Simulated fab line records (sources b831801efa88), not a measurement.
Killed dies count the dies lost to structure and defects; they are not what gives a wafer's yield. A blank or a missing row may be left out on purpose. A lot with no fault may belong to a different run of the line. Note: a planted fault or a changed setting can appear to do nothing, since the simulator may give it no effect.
Which tool was responsible?    flow sky130    18 wafers from 6 lots sampled at 2 of the route's 708 steps

WHAT EACH GAUGE READ, for each wafer
SKY_LI_CONTACT_RS_MEAS_22: uses a four-point probe to measure.
lot   measured      on             LI_CONTACT_W_RS (ohm/sq)
L330  day 29 23:20  film_metro-01  0.288 0.284 0.290
L335  day 31 13:54  film_metro-03  0.293 0.290 0.289
L341  day 34 20:53  film_metro-02  0.291 0.291 0.292
L344  day 34 21:35  film_metro-01  0.289 0.290 0.290
L348  day 35 13:25  film_metro-01  0.282 0.286 0.284
L350  day 36 08:55  film_metro-03  0.287 0.291 0.287

TOOL THAT RAN EACH LOT (tool first, then ch and the chambers of the sampled wafers, then the start)
lot   SKY_LI_CONTACT_SPUTTER_19
L330  pvd_sputter-01, day 29 23:05
L335  pvd_sputter-01, day 31 13:29
L341  pvd_sputter-01, day 34 20:29
L344  pvd_sputter-02, day 34 21:11
L348  pvd_sputter-01, day 35 13:07
L350  pvd_sputter-04, day 36 08:28
- SKY_LI_CONTACT_SPUTTER_19: material Ti, target thk 20 nm, time 106.37 s.

THE ANSWER, worked out from the rows above alone
Rule: usual is defined by the lots themselves. The widest of any qualifying gaps counts: lots, ordered by their means at a reading, are off when they make up no more than a third of the lots, leave a main group of 4 or more, and stand apart from it by 3 or more times the standard deviation of that group's means. A main group whose means are all the same, to the digits that the tables above print for the reading, isn't used. A lot without any number at a reading at which 4 lots or more have one is off too. All remaining lots with rows at the step are treated as sound.
No lot is off at any reading shown: from this, nothing can be told.

WHAT THE SIMULATOR PUT IN
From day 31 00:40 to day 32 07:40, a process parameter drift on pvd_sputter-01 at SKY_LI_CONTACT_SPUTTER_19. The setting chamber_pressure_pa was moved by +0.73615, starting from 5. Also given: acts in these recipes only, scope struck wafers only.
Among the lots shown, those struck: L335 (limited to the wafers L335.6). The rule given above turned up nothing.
